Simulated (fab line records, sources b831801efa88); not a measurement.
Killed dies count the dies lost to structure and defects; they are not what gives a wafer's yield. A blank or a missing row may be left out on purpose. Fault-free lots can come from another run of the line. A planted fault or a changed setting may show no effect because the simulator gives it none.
Matching of chambers | flow gf180mcu | GF_V1_CVD_02 on pecvd-04 has 3 sister chambers
The step deposits SiO2 from TEOS, target thk 850 nm, time 94.851 s. 6 wafers are shown with their chamber, then 8 later ones without.

== WAFERS PAIRED WITH THEIR CHAMBERS ==
wafer  | chamber | heaterPowerW (W)
L077.5 | 0       | 690
L078.4 | 2       | 635
L087.1 | 2       | 583
L087.2 | 0       | 650
L087.3 | 1       | 564
L087.4 | 1       | 624

== WAFERS WHOSE CHAMBER IS MISSING ==
wafer  | heaterPowerW (W)
L087.5 | 621
L087.6 | 686
L088.1 | 618
L088.2 | 673
L088.3 | 558
L088.4 | 689
L088.5 | 648
L088.6 | 508

== WHICH CHAMBER EACH WENT THROUGH ==
wafer  | from the rows above          | in truth
L087.5 | can't be placed: 2 or 1 or 0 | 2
L087.6 | can't be placed: 0 or 2      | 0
L088.1 | can't be placed: 2 or 1 or 0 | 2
L088.2 | can't be placed: 0 or 2      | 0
L088.3 | can't be placed: 1 or 2      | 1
L088.4 | can't be placed: 0 or 2      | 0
L088.5 | can't be placed: 0 or 2 or 1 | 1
L088.6 | can't be placed: 1 or 2      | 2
Correctly placed: 0 of 8. From these rows, 8 cannot be placed; in 8 the true chamber is one of the candidates. Wrongly placed: 0.
How it was worked out, from the rows above alone: a wafer's distance from a chamber is the root of the sum, over the readings, of the square of ((its reading less the chamber's mean) divided by the reading's scatter). If the next closest chamber is less than 2 further off than the closest, the wafer can't be placed; otherwise it belongs to the closest. For every chamber, the mean is computed from those of its wafers that are shown. The scatter: take each reading less its chamber's mean, square it, sum over the shown wafers, divide by the number of wafers less the number of chambers, and take the root.
